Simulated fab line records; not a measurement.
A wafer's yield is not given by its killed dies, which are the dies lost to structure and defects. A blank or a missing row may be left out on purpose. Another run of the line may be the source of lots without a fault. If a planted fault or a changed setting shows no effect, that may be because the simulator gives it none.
Which tool was responsible? -- flow sky130 -- 14 lots with 42 wafers sampled at 4 steps, on a route of 708 steps

== WHAT EACH GAUGE READ, for each wafer ==
SKY_METAL2_CD_MEAS_15 targets a cd of 140 nm.
lot,measured,on,cd_nm (nm)
L230,day 37 00:46,cd_sem-01,141.0 142.8 142.8
L232,day 36 23:50,cd_sem-01,139.1 138.8 139.4
L233,day 37 01:20,cd_sem-02,139.3 139.5 140.2
L234,day 37 00:59,cd_sem-02,138.8 137.7 136.1
L236,day 37 01:30,cd_sem-01,137.0 135.5 137.0
L237,day 37 01:43,cd_sem-02,139.3 138.7 138.8
L238,day 38 01:40,cd_sem-02,142.6 140.5 140.8
L243,day 39 04:47,cd_sem-01,143.4 142.5 143.0
L244,day 40 05:41,cd_sem-02,140.3 139.1 137.9
L246,day 40 04:59,cd_sem-01,141.6 141.7 141.4
L247,day 40 08:15,cd_sem-01,140.2 139.1 139.7
L248,day 40 07:17,cd_sem-01,138.0 137.8 139.0
L252,day 41 14:07,cd_sem-02,140.2 140.1 141.4
L253,day 41 15:57,cd_sem-02,139.3 140.0 140.1

SKY_VIA2_OVL_MEAS_13.
lot,measured,on,VIA2_OVL (nm)
L230,day 38 03:56,overlay-02,-3 -5 -8
L232,day 38 02:58,overlay-01,-4 -1 2
L233,day 38 04:47,overlay-01,-1 -3 -5
L234,day 38 04:17,overlay-01,-5 -7 -4
L236,day 38 04:59,overlay-01,-4 -1 -6
L237,day 38 05:08,overlay-01,-5 -1 2
L238,day 39 04:29,overlay-01,-4 -9 -4
L243,day 40 07:15,overlay-02,-8 -1 3
L244,day 41 08:09,overlay-02,-7 -3 -4
L246,day 41 06:15,overlay-01,-10 -10 1
L247,day 41 10:07,overlay-01,-2 1 -6
L248,day 41 09:42,overlay-02,-4 6 0
L252,day 42 15:09,overlay-02,-2 -6 -10
L253,day 42 16:58,overlay-02,-9 -6 -7

SKY_CAP2M_THK_MEAS_01.
lot,measured,on,CAP2M_CVD_00_THK (nm)
L230,day 41 12:31,film_metro-04,14.91 15.33 15.26
L232,day 41 10:26,film_metro-03,15.46 15.42 16.05
L233,day 41 13:18,film_metro-04,15.43 15.68 15.62
L234,day 41 12:54,film_metro-02,15.47 15.16 15.61
L236,day 41 13:30,film_metro-03,15.22 15.21 15.59
L237,day 41 13:57,film_metro-02,15.21 15.02 15.62
L238,day 42 10:52,film_metro-02,15.20 15.57 15.53
L243,day 43 13:17,film_metro-02,15.68 15.88 15.94
L244,day 44 11:56,film_metro-02,15.07 15.32 15.61
L246,day 44 08:52,film_metro-02,15.57 15.51 15.76
L247,day 44 13:15,film_metro-04,15.77 15.66 15.96
L248,day 44 12:56,film_metro-03,15.94 15.84 16.05
L252,day 45 16:11,film_metro-04,15.50 15.44 15.88
L253,day 45 18:40,film_metro-02,15.25 15.54 15.58

== EACH LOT AND THE TOOL THAT RAN IT (in order: tool; ch and the chambers of the sampled wafers; start) ==
lot,SKY_SONOS_ONO_WET_ETCH_16
L230,"wet_bench-03 ch 0, day 12 22:28"
L232,"wet_bench-02 ch 0, day 13 12:07"
L233,"wet_bench-04 ch 3, day 14 03:02"
L234,"wet_bench-02 ch 2, day 14 03:20"
L236,"wet_bench-02 ch 0, day 14 16:54"
L237,"wet_bench-04 ch 2, day 14 20:24"
L238,"wet_bench-04 ch 0, day 15 09:37"
L243,"wet_bench-02 ch 1, day 17 06:31"
L244,"wet_bench-03 ch 0, day 17 22:04"
L246,"wet_bench-04 ch 0, day 17 23:24"
L247,"wet_bench-02 ch 3, day 18 12:55"
L248,"wet_bench-02 ch 0, day 18 13:13"
L252,"wet_bench-04 ch 2, day 20 06:24"
L253,"wet_bench-04 ch 1, day 20 15:08"
- SKY_SONOS_ONO_WET_ETCH_16: etches SiO2 in dHF, target depth 14 nm, time 280 s.

== WHAT THE TOOLS THEMSELVES READ (means of the sampled wafers that have a number; where no wafer has one, the mark that the record gives instead) ==
The record holds no such reading with a usual standard deviation.

== THE ANSWER, worked out from the rows above alone ==
Rule: usual is defined by the lots themselves. Put in order of their means at a reading, lots are off if they are a third of the lots or fewer, leave a main group of 4 or more, and stand apart from it by a gap of 3 or more times the standard deviation of the main group's means; of several such gaps the widest counts. A main group is skipped when, at the precision printed for the reading in the tables above, its means are all equal. Also off: a lot with no number at a reading for which 4 or more lots have one. The other lots that the step has rows for count as sound. The gauges are gone through in route order, then the tools' own readings, and for those a lot's mean is taken as printed above. At the first step where some lot is off, the reading lying furthest off is the one used; lots without a number count as furthest.
No lot is off at any reading shown: from this, nothing can be told.

== WHAT THE SIMULATOR HAD INSERTED ==
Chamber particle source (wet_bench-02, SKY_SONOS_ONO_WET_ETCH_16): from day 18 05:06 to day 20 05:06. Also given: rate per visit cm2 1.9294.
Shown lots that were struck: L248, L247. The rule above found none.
